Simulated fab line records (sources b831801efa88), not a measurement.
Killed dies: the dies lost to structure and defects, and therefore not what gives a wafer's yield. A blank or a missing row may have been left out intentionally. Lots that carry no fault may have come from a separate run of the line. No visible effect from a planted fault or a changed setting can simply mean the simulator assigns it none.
Which of the tools did it? -- flow sfqLine -- 45 wafers from 15 lots sampled at 6 of the route's 325 steps

WHAT EACH GAUGE READ, for each wafer
SFQ_L0_RS_MEAS_901: a four-point-probe measurement. Usual: L0_MONX_KI_RS 43.5 ohm/sq, standard deviation 0.47.
lot,measured,on,L0_MONX_KI_RS (ohm/sq),flag
L756,day 1 12:35,filmMetro-02,44.0 43.6 44.0,
L757,day 1 17:36,filmMetro-02,43.7 43.4 43.8,
L758,day 1 22:35,filmMetro-03,43.0 43.6 43.4,
L763,day 2 23:35,filmMetro-01,43.7 43.2 43.4,
L764,day 3 04:35,filmMetro-03,43.5 43.3 44.0,
L765,day 3 09:34,filmMetro-03,42.6 43.1 42.7,
L766,day 3 14:36,filmMetro-01,43.0 42.9 42.9,
L771,day 4 15:35,filmMetro-02,43.5 43.0 43.0,
L772,day 4 20:34,filmMetro-01,27.8 27.7 27.6,OFF
L773,day 5 01:34,filmMetro-03,27.9 28.0 28.1,OFF
L774,day 5 06:34,filmMetro-02,44.2 43.6 43.5,
L775,day 5 11:35,filmMetro-03,27.7 27.5 27.7,OFF
L776,day 5 16:34,filmMetro-03,43.2 43.8 43.0,
L778,day 6 02:34,filmMetro-03,43.1 43.7 43.9,
L779,day 6 07:34,filmMetro-03,44.5 43.8 44.2,

SFQ_L0_THK_MEAS_902: measures by xrf. Usual: L0_MONX_KI_THK 39.7 nm, standard deviation 0.44.
lot,measured,on,L0_MONX_KI_THK (nm),flag
L756,day 1 12:41,filmMetro-02,39.4 39.8 39.4,
L757,day 1 17:42,filmMetro-02,39.7 39.8 39.4,
L758,day 1 22:41,filmMetro-03,40.2 39.9 39.8,
L763,day 2 23:41,filmMetro-01,39.4 40.0 39.7,
L764,day 3 04:41,filmMetro-03,39.8 39.5 39.3,
L765,day 3 09:41,filmMetro-03,40.4 40.0 40.5,
L766,day 3 14:42,filmMetro-01,40.2 40.1 40.0,
L771,day 4 15:41,filmMetro-02,39.9 40.6 40.4,
L772,day 4 20:41,filmMetro-01,62.4 62.2 62.3,OFF
L773,day 5 01:41,filmMetro-03,61.5 61.3 61.4,OFF
L774,day 5 06:41,filmMetro-02,39.3 39.6 39.6,
L775,day 5 11:41,filmMetro-03,62.4 62.6 61.9,OFF
L776,day 5 16:41,filmMetro-03,39.9 39.3 40.2,
L778,day 6 02:41,filmMetro-03,39.8 39.5 39.4,
L779,day 6 07:41,filmMetro-03,38.8 39.3 39.0,

SFQ_I4_BOW_MEAS_927. Usual: I4_BOW 2 um, standard deviation 9.5.
lot,measured,on,I4_BOW (um),flag
L756,day 38 16:16,filmMetro-04,22 13 14,
L757,day 39 02:55,filmMetro-02,3 -2 -2,
L758,day 40 01:16,filmMetro-02,8 -4 22,
L763,day 43 11:55,filmMetro-04,3 2 -8,
L764,day 44 09:46,filmMetro-02,-9 -4 -8,
L765,day 45 23:38,filmMetro-04,2 6 6,
L766,day 46 12:35,filmMetro-01,13 12 5,
L771,day 47 17:13,filmMetro-02,2 -15 5,
L772,day 47 20:47,filmMetro-01,2 -4 -5,
L773,day 47 23:11,filmMetro-02,-4 11 4,
L774,day 48 14:47,filmMetro-01,3 2 1,
L775,day 49 01:05,filmMetro-01,3 -4 2,
L776,day 49 02:47,filmMetro-02,2 8 8,
L778,day 49 10:32,filmMetro-02,-6 -4 -10,
L779,day 49 23:44,filmMetro-01,28 13 17,

WHICH TOOL RAN EACH LOT (tool, then ch and the chambers of the sampled wafers, then the start)
lot,SFQ_TRILAYER_L0_DEP_SPUTTER_003,SFQ_TRILAYER_L0_ETCH_METAL_ETCH_008,SFQ_TRILAYER_M3_DEP_SPUTTER_073
L756,"pvdSputter-03, day 1 12:29","rieMetal-01 ch 0,1, day 3 14:15","pvdSputter-04, day 21 10:38"
L757,"pvdSputter-03, day 1 17:29","rieMetal-04 ch 0,1, day 3 19:04","pvdSputter-03, day 21 20:14"
L758,"pvdSputter-03, day 1 22:29","rieMetal-01 ch 0,1, day 4 01:03","pvdSputter-05, day 22 13:02"
L763,"pvdSputter-04, day 2 23:29","rieMetal-02 ch 0,1, day 5 03:27","pvdSputter-05, day 24 11:35"
L764,"pvdSputter-05, day 3 04:29","rieMetal-01 ch 0,1, day 5 09:27","pvdSputter-05, day 25 07:58"
L765,"pvdSputter-04, day 3 09:29","rieMetal-04 ch 0,1, day 5 15:15","pvdSputter-04, day 26 01:58"
L766,"pvdSputter-03, day 3 14:29","rieMetal-02 ch 0,1, day 6 05:14","pvdSputter-04, day 26 19:58"
L771,"pvdSputter-04, day 4 15:29","rieMetal-02 ch 0,1, day 7 08:11","pvdSputter-04, day 28 01:58"
L772,"pvdSputter-03, day 4 20:29","rieMetal-04 ch 0,1, day 7 12:59","pvdSputter-03, day 28 18:59"
L773,"pvdSputter-03, day 5 01:29","rieMetal-04 ch 0,1, day 7 22:35","pvdSputter-04, day 29 02:12"
L774,"pvdSputter-04, day 5 06:29","rieMetal-04 ch 0,1, day 8 02:11","pvdSputter-04, day 29 10:41"
L775,"pvdSputter-03, day 5 11:29","rieMetal-01 ch 0, day 8 10:41","pvdSputter-03, day 29 17:54"
L776,"pvdSputter-04, day 5 16:29","rieMetal-04 ch 0,1, day 8 14:17","pvdSputter-04, day 29 22:41"
L778,"pvdSputter-05, day 6 02:29","rieMetal-04 ch 0,1, day 8 23:53","pvdSputter-03, day 30 09:30"
L779,"pvdSputter-05, day 6 07:29","rieMetal-02 ch 0,1, day 9 04:41","pvdSputter-03, day 31 05:53"
- SFQ_TRILAYER_L0_DEP_SPUTTER_003: material MoNx KI, target thk 40 nm, time 100 s.
- SFQ_TRILAYER_L0_ETCH_METAL_ETCH_008: etches MoNx KI in SF6/O2, stops on SiO2, target depth 50 nm, time 25 s.
- SFQ_TRILAYER_M3_DEP_SPUTTER_073: material Nb, target thk 200 nm, time 133.3 s.

WHAT THE TOOLS THEMSELVES READ (means of the sampled wafers that have a number; where no wafer has one, the mark that the record gives instead)
SFQ_TRILAYER_L0_DEP_SPUTTER_003. Usual: throttleValvePct 29.8 %, standard deviation 0.86.
lot,tool,throttleValvePct (%),flag
L756,pvdSputter-03,29.9,
L757,pvdSputter-03,29.6,
L758,pvdSputter-03,29.5,
L763,pvdSputter-04,29.1,
L764,pvdSputter-05,30.2,
L765,pvdSputter-04,29.1,
L766,pvdSputter-03,29.8,
L771,pvdSputter-04,30.6,
L772,pvdSputter-03,29.9,
L773,pvdSputter-03,29.7,
L774,pvdSputter-04,29.6,
L775,pvdSputter-03,29.8,
L776,pvdSputter-04,29.3,
L778,pvdSputter-05,30.6,
L779,pvdSputter-05,30.8,

SFQ_TRILAYER_L0_ETCH_METAL_ETCH_008. Usual: biasW 80.07 W, standard deviation 0.27; drypumpMotorCurrentA 5.8 A, standard deviation 0.7; oesProductAu 0.874 a.u., standard deviation 0.007.
lot,tool,biasW (W),drypumpMotorCurrentA (A),oesProductAu (a.u.),flag
L756,rieMetal-01,80.23,6.5,0.868,
L757,rieMetal-04,80.13,5.9,0.868,
L758,rieMetal-01,80.05,6.4,0.877,
L763,rieMetal-02,80.23,4.8,0.876,
L764,rieMetal-01,80.07,6.3,0.869,
L765,rieMetal-04,79.93,6.3,0.880,
L766,rieMetal-02,80.21,4.8,0.883,
L771,rieMetal-02,79.98,4.8,0.880,
L772,rieMetal-04,80.16,6.3,1.000,OFF
L773,rieMetal-04,80.17,6.3,1.003,OFF
L774,rieMetal-04,80.30,5.9,0.865,
L775,rieMetal-01,79.73,6.5,0.998,OFF
L776,rieMetal-04,80.07,6.3,0.877,
L778,rieMetal-04,80.04,6.3,0.873,
L779,rieMetal-02,80.36,4.8,0.870,

SFQ_TRILAYER_M3_DEP_SPUTTER_073. Usual: throttleValvePct 29.9 %, standard deviation 0.91.
lot,tool,throttleValvePct (%),flag
L756,pvdSputter-04,29.2,
L757,pvdSputter-03,29.5,
L758,pvdSputter-05,30.7,
L763,pvdSputter-05,30.1,
L764,pvdSputter-05,31.4,
L765,pvdSputter-04,29.2,
L766,pvdSputter-04,29.9,
L771,pvdSputter-04,28.7,
L772,pvdSputter-03,29.7,
L773,pvdSputter-04,29.8,
L774,pvdSputter-04,28.9,
L775,pvdSputter-03,29.9,
L776,pvdSputter-04,29.1,
L778,pvdSputter-03,29.7,
L779,pvdSputter-03,29.6,

THE ANSWER, worked out from the rows above alone
Rule: take the mean of a lot's wafers that have a number; if it is more than 3 standard deviations from the usual mean, the lot is off. A lot without any number at a reading at which 4 lots or more have one is off too. The other lots that the step has rows for count as sound. Order of review: gauges by route order, followed by the tools' own readings, for which a lot's mean as printed above is used. The first step at which some lot is off is used, and at that step the reading that is off furthest; a lot without a number counts as furthest.
Off: L772, L773, L775, at SFQ_L0_RS_MEAS_901 (L0_MONX_KI_RS).
If a tool, at a process step before that reading, ran all the lots that are off and no sound lot after the first of them, it fits. Not tried: the gauges at SFQ_L0_RS_MEAS_901; whatever is off there is also off at SFQ_TRILAYER_L0_ETCH_METAL_ETCH_008, on other tools, and gauge error can't account for it. One candidate fits, namely pvdSputter-03 at SFQ_TRILAYER_L0_DEP_SPUTTER_003. Its last sound lot is L766 (day 3 14:29), its first lot that is off L772 (day 4 20:29): a fault that began between those two fits.

WHAT THE SIMULATOR PUT IN
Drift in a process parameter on pvdSputter-03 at SFQ_TRILAYER_L0_DEP_SPUTTER_003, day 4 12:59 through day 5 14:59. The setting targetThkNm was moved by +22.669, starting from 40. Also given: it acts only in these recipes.
Struck lots among those shown: L772, L773, L775. The rule above reached the same finding.
